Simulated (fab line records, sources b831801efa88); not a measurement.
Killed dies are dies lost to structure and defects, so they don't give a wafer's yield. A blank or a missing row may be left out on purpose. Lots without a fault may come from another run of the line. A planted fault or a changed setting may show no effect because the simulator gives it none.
Chamber matching | flow gf180mcu | GF_V4_ETCH_16 on rie_diel-02: 4 sister chambers
The step etches BARC in N2/H2. 4 wafers are shown with their chamber, then 7 later ones without.

WAFERS WITH THEIR CHAMBER
wafer  | chamber | throttle_valve_pct (%)
L085.3 | 2       | 13.202
L085.5 | 3       | 13.231
L088.1 | 0       | 13.218
L088.2 | 1       | 13.217

WAFERS WITHOUT THEIR CHAMBER
wafer  | throttle_valve_pct (%)
L088.6 | 13.233
L091.1 | 13.228
L091.2 | 13.212
L091.5 | 13.229
L094.2 | 13.235
L094.3 | 13.219
L094.6 | 13.217

WHICH CHAMBER EACH WENT THROUGH
wafer  | from the rows above          | in truth
L088.6 | 3                            | 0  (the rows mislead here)
L091.1 | 3                            | 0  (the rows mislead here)
L091.2 | can't be placed: 1 or 0 or 2 | 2
L091.5 | 3                            | 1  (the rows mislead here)
L094.2 | 3                            | 3
L094.3 | can't be placed: 0 or 1      | 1
L094.6 | can't be placed: 1 or 0      | 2
Placed correctly: 1 of 7. Can't be placed from these rows: 3 (the true chamber is among the candidates in 2). Placed wrongly: 3.
How it was worked out, from the rows above alone: a wafer's distance from a chamber is the root of the sum, over the readings, of the square of ((its reading less the chamber's mean) divided by the reading's scatter). The wafer belongs to the nearest chamber; if the next one is less than 2 further off, it can't be placed. A chamber's mean is the mean of its shown wafers. The scatter: with one shown wafer a chamber, the root of the mean of the squares of how far each hidden wafer lies from its nearest shown one.
